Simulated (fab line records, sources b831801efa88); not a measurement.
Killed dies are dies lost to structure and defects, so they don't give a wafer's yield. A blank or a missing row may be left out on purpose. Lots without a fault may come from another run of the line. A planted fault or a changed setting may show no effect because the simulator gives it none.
Chamber matching | flow gf180mcu | GF_POLY_GATE_ETCH_12 on rie_diel-01: 4 sister chambers
The step etches BARC in N2/H2. 8 wafers are shown with their chamber, then 7 later ones without.

WAFERS WITH THEIR CHAMBER
wafer  | chamber | drypump_motor_current_A (A) | oes_product_au (a.u.)
L161.5 | 0       | 5.9                         | 0.737
L162.2 | 1       | 5.7                         | 0.730
L162.5 | 3       | 5.2                         | 0.733
L167.1 | 0       | 5.9                         | 0.741
L167.3 | 2       | 6.1                         | 0.738
L167.5 | 3       | 5.2                         | 0.730
L169.1 | 1       | 5.7                         | 0.733
L169.2 | 2       | 6.2                         | 0.739

WAFERS WITHOUT THEIR CHAMBER
wafer  | drypump_motor_current_A (A) | oes_product_au (a.u.)
L169.3 | 5.9                         | 0.732
L170.2 | 5.2                         | 0.739
L170.4 | 6.2                         | 0.732
L170.5 | 6.2                         | 0.731
L175.1 | 5.9                         | 0.735
L175.2 | 5.2                         | 0.733
L175.5 | 5.7                         | 0.738

WHICH CHAMBER EACH WENT THROUGH
wafer  | from the rows above | in truth
L169.3 | 0                   | 0
L170.2 | 3                   | 3
L170.4 | 2                   | 2
L170.5 | 2                   | 2
L175.1 | 0                   | 0
L175.2 | 3                   | 3
L175.5 | 1                   | 1
Placed correctly: 7 of 7. Can't be placed from these rows: 0. Placed wrongly: 0.
How it was worked out, from the rows above alone: a wafer's distance from a chamber is the root of the sum, over the readings, of the square of ((its reading less the chamber's mean) divided by the reading's scatter). The wafer belongs to the nearest chamber; if the next one is less than 2 further off, it can't be placed. A chamber's mean is the mean of its shown wafers. The scatter: the root of (the sum of the squares of (reading less its chamber's mean) over the shown wafers, divided by (wafers less chambers)).
